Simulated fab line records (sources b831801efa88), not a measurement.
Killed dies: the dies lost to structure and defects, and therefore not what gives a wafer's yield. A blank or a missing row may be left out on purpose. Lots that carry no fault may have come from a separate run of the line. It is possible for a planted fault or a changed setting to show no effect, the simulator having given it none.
A struck lot beside a sound one ; flow gf180mcu ; 37 steps out of a route of 602
Sound: the wafers L656.1, L656.2, L656.5. Struck: wafer L665.6 (left out: L665.2, a lot-mate that was not struck); the cause follows at the end.
For every step that has rows: the tool of each side, followed by ch and its chambers, followed by its first start. Under that, the readings that differ: sound wafers ; struck wafers ; difference of the means ; sigmas: that difference in standard deviations of wafers without a fault.
alike: a reading whose means differ by less than 2 such deviations, as well as words and numbers matching on both sides. not compared: withheld readings; readings where some wafer has no value; bounds like >300 that might hide an equal value; numbers whose values overlap and for which the record gives no deviation.
The two part at a step that has a row with sigmas, a row that says differs or no value, or rows on one side only. When numbers do not overlap yet have no deviation, they are printed without sigmas and do not part them. A reading missing from all wafers of one side parts the sides only when that side holds two or more wafers.

first, 2 steps without rows for these wafers: GF_M4_PEB_12 (peb time 90 s); GF_M4_DEVELOP_13 (develop time 60 s).
GF_M4_CD_MEAS_14: the cd target is 280 nm.
  sound on cd-sem-02, day 26 05:52; struck on cd-sem-02, day 29 06:58
  alike: cd-nm
GF_M4_OVL_MEAS_15:
  sound on overlay-02, day 26 05:59; struck on overlay-01, day 29 07:05
reading;sound;struck;difference;sigmas
M4_OVL (nm);-1 -1 1;12;+12;+2
then, 1 step without rows for these wafers: GF_M4_METAL_ETCH_16 (etches the open film in Cl2/BCl3, stops on SiO2, target depth 627.5 nm, time 104.6 s).
GF_M4_STRIP_17: strips in O2/N2.
  sound on plasma-asher-01 ch 0,1, day 26 06:11; struck on plasma-asher-01 ch 0, day 29 07:13
reading;sound;struck;difference;sigmas
oes-product-au (a.u.);0.550 0.556 0.548;0.563;+0.012;+2
  alike: chamber-pressure-mTorr, drypump-motor-current-A, heater-power-w, strip-time-to-endpoint-s
  not compared: rf-hours-counter-h
then, 3 steps without rows for these wafers: GF_M4_STRIP_18 (strips in post etch residue remover, time 1200 s); GF_M4_CLEAN_19 (cleans in DIW); GF_V4_CVD_00 (deposits SiO2, target thk 600 nm, time 100 s).
GF_V4_THK_MEAS_01:
  sound on film-metro-02, day 26 06:47; struck on film-metro-04, day 29 07:50
  alike: V4_CVD_00_THK
then, 1 step without rows for these wafers: GF_V4_CVD_02 (deposits SiO2 from TEOS, target thk 850 nm, time 94.851 s).
GF_V4_THK_MEAS_03:
  sound on film-metro-02, day 26 06:55; struck on film-metro-01, day 29 07:59
  alike: V4_CVD_02_THK
GF_V4_CMP_04: polishes SiO2.
  sound on cmp-02 ch 0,2, day 26 07:01; struck on cmp-01 ch 0, day 29 08:17
reading;sound;struck;difference;sigmas
time-to-endpoint-s (s);77 85 85;28;-54;-11
model.SiO2_of_V4_CVD_02.thk-nm (nm);632.8 632.8 633.5;790.5;+157.5;
  alike: head-pressure-psi, motor-current-A
GF_V4_BOW_MEAS_05:
  sound on film-metro-01, day 26 07:16; struck on film-metro-01, day 29 08:37
  alike: V4_BOW
then, 8 steps without rows for these wafers: GF_V4_DEHYDRATE_06 (time 60 s); GF_V4_HMDS_07 (prime time 60 s); GF_V4_COAT_08; GF_V4_COAT_09 (resist thk 1000 nm); GF_V4_SOFTBAKE_10 (time 60 s); GF_V4_EXPOSE_11 (exposes mask Via4, target cd 260 nm); GF_V4_PEB_12 (peb time 90 s); GF_V4_DEVELOP_13 (develop time 60 s).
GF_V4_CD_MEAS_14: the cd target is 260 nm.
  sound on cd-sem-01, day 27 03:53; struck on cd-sem-01, day 30 03:29
  alike: cd-nm
GF_V4_OVL_MEAS_15:
  sound on overlay-01, day 27 04:01; struck on overlay-02, day 30 03:35
reading;sound;struck;difference;sigmas
V4_OVL (nm);6 8 7;-5;-12;-3
GF_V4_ETCH_16: etches BARC in N2/H2.
  sound on rie-diel-03 ch 1,3, day 27 04:02; struck on rie-diel-04 ch 0, day 30 03:37
  alike: chamber-pressure-mTorr, drypump-motor-current-A, h2-flow-sccm, oes-product-au, throttle-valve-pct
GF_V4_ETCH_17: etches SiO2 in C4F8/O2/Ar, stops on TiN, target depth 630 nm.
  sound: rie-diel-03 ch 1,3; struck: rie-diel-04 ch 0
reading;sound;struck;difference;sigmas
chamber-pressure-mTorr (mTorr);40.01 39.99 40.04;39.91;-0.10;-3
oes-product-au (a.u.);0.859 0.857 0.860;0.975;+0.116;+25
model.V4.feature-depth-nm (nm);632.8 632.8 633.5;790.5;+157.5;
model.etch.depth-nm (nm);632.8 632.8 633.5;790.5;+157.5;
then, 3 steps without rows for these wafers: GF_V4_STRIP_18 (strips in O2/N2); GF_V4_STRIP_19 (strips in post etch residue remover, time 1200 s); GF_V4_CLEAN_20 (cleans in DIW).
GF_V4_SPUTTER_21: material Ti, target thk 15 nm, time 80.02 s.
  sound on pvd-sputter-01, day 27 04:42; struck on pvd-sputter-04, day 30 04:17
reading;sound;struck;difference;sigmas
cathode-dc-power-W (W);2500.5 2500.7 2500.0;2499.4;-1.0;-2
  alike: throttle-valve-pct
GF_V4_SPUTTER_22: material TiN, target thk 10 nm, time 40 s.
  sound on pvd-sputter-01, day 27 04:46; struck on pvd-sputter-04, day 30 04:20
  alike: cathode-dc-power-W, throttle-valve-pct
then, 1 step without rows for these wafers: GF_V4_CVD_23 (deposits W, target thk 350 nm, time 104.9 s).
GF_V4_RS_MEAS_24: a four-point-probe measurement.
  sound on film-metro-04, day 27 04:55; struck on film-metro-02, day 30 04:31
  alike: V4_W_RS
GF_V4_THK_MEAS_25: measures by xrf.
  sound on film-metro-04, day 27 05:02; struck on film-metro-02, day 30 04:38
  alike: V4_W_THK
GF_V4_CMP_26: polishes, stops on SiO2, t overpolish 15 s, target thk 0 nm.
  sound on cmp-02 ch 1,3, day 27 05:06; struck on cmp-01 ch 2, day 30 04:44
reading;sound;struck;difference;sigmas
model.SiO2_of_V4_CVD_02.thk-nm (nm);629.1 629 629.7;786.7;+157.4;
  alike: head-pressure-psi, motor-current-A
GF_MIM_SPUTTER_00: material Ti, target thk 37.5 nm, time 150 s.
  sound on pvd-sputter-02, day 27 05:24; struck on pvd-sputter-03, day 30 04:59
  alike: cathode-dc-power-W, throttle-valve-pct
-- the record jumps here: 4 days lie between the struck wafers' starts before and after (it left off in module MIM and takes up again in module PASSIVATION, whose first step shown is number 602 of the route) --
GF_PASSIVATION_PROBE_99:
  sound on prober-01, day 31 10:20; struck on prober-02, day 33 23:02
reading;sound;struck;difference;sigmas
model.etest.via4-chain.rc-ohm;6.492 6.499 5.877;9.338;+3.049;

== WHERE THEY PART ==
First at GF_M4_OVL_MEAS_15; last, within this record, at GF_V4_SPUTTER_21. Later steps at which nothing parts them and some readings are alike: GF_V4_SPUTTER_22, GF_V4_RS_MEAS_24, GF_V4_THK_MEAS_25, GF_V4_CMP_26, GF_MIM_SPUTTER_00.

WHY: whatever the simulator had introduced
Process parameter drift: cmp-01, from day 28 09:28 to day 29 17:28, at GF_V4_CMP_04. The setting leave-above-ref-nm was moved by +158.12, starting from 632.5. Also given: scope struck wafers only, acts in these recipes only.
